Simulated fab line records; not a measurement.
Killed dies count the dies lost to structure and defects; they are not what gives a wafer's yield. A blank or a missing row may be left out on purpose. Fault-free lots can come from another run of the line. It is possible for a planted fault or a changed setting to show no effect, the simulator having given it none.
Code-filled problem report in 8D (eight disciplines) form / flow sky130 / the parts of the form that need people (team, actions taken, sign-off) are left out

== 1. PROBLEM STATEMENT ==
Wafers without a fault read 59.7 s, standard deviation 0.33; runLengthS at SKY_LOCAL_INTERCONNECT_METAL_ETCH_14 reads a mean of 65.9 s on 3 wafers belonging to 2 lots. That is +19 standard deviations from the usual mean.
The step: etches TiN in Cl2/BCl3, stops on PSG, target depth 110 nm, time 31.4 s.
First seen on wafer L660.1, day 36 07:11, on rieMetal-04. Wafers with a number at this step in the record: 36, from 12 lots. Rule for "out" (also "out of limits"): further than 4 standard deviations from the usual mean. All remaining wafers that have a number are taken as sound.

== 2. WHAT IT IS, AND WHAT IT ISN'T ==
question=which readings at this step | is=runLengthS, oesProductAu, throttleValvePct | is not=drypumpMotorCurrentA
question=which lots | is=L660, L661 | is not=L643, L644, L645, L646, L647, L648, L649, L650, L651, L655
question=which wafers of those lots | is=L660.1, L661.2, L661.6 | is not=L660.3, L660.5, L661.4
question=read on which tools | is=rieMetal-04 | is not=rieMetal-01, rieMetal-03
question=when | is=from day 36 07:11 | is not=up to then (32 sound wafers); but 1 sound wafer of L661 came after

== 3. SUSPECTS, AND WHAT RULES EACH OUT ==
Counting: a tool at a process step up to the reading stays a suspect if it ran every lot that is out. Sound lots after the first of them don't rule it out here, since some wafers of a struck lot are sound.
- rieMetal-04 at SKY_LOCAL_INTERCONNECT_METAL_ETCH_14 (etches TiN in Cl2/BCl3, stops on PSG, target depth 110 nm, time 31.4 s): kept. It ran every lot that is out, first L660 (day 36 07:11); its last sound lot up to then is L655 (day 34 23:14). Out on those wafers are its own readings of oesProductAu, runLengthS, throttleValvePct.
- The sound lot-mates ran in chamber 0 of rieMetal-04 at SKY_LOCAL_INTERCONNECT_METAL_ETCH_14, but the wafers that are out ran in chamber 1.
Remaining after the count: rieMetal-04 at SKY_LOCAL_INTERCONNECT_METAL_ETCH_14.

== 4. THE CAUSE (what the simulator had put in) ==
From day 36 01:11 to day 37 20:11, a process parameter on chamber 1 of rieMetal-04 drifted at SKY_LOCAL_INTERCONNECT_METAL_ETCH_14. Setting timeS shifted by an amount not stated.
After counting, this tool was the only one left.

== 5. THE EFFECT CHAIN, in route order ==
One row per reading whose mean, taken over the struck wafers that have a number, lies over 3 standard deviations from the usual. Only readings whose record carries a usual standard deviation are examined. hours: median over the lots of the time between each lot's start at the first step of this table that gives one and its start at this step. sigmas: the change, counted in usual standard deviations.
hours=0; step=SKY_LOCAL_INTERCONNECT_METAL_ETCH_14; reading=oesProductAu; usual=0.939 a.u.; on struck wafers=0.840; change=-0.099; sigmas=-15
hours=0; step=SKY_LOCAL_INTERCONNECT_METAL_ETCH_14; reading=runLengthS; usual=59.7 s; on struck wafers=65.9; change=+6.2; sigmas=+19
hours=0; step=SKY_LOCAL_INTERCONNECT_METAL_ETCH_14; reading=throttleValvePct; usual=21.902 %; on struck wafers=21.964; change=+0.062; sigmas=+6.2
hours=0; step=SKY_LOCAL_INTERCONNECT_STRIP_15; reading=stripTimeToEndpointS; usual=4.683 s; on struck wafers=4.579; change=-0.104; sigmas=-5.5
Its process steps:
- SKY_LOCAL_INTERCONNECT_METAL_ETCH_14: etches TiN in Cl2/BCl3, stops on PSG, target depth 110 nm, time 31.4 s.
- SKY_LOCAL_INTERCONNECT_STRIP_15: strips in O2/N2.
Later steps that measure or inspect, where all struck wafers having a row at the step show a number for every such reading and not one has moved that far: SKY_CONTACT_BOW_MEAS_05.

== 6. HOW IT WOULD HAVE BEEN CAUGHT EARLIER ==
First out-of-limits reading in this record: day 36 07:11, which is 6 hours after fault onset at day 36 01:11.
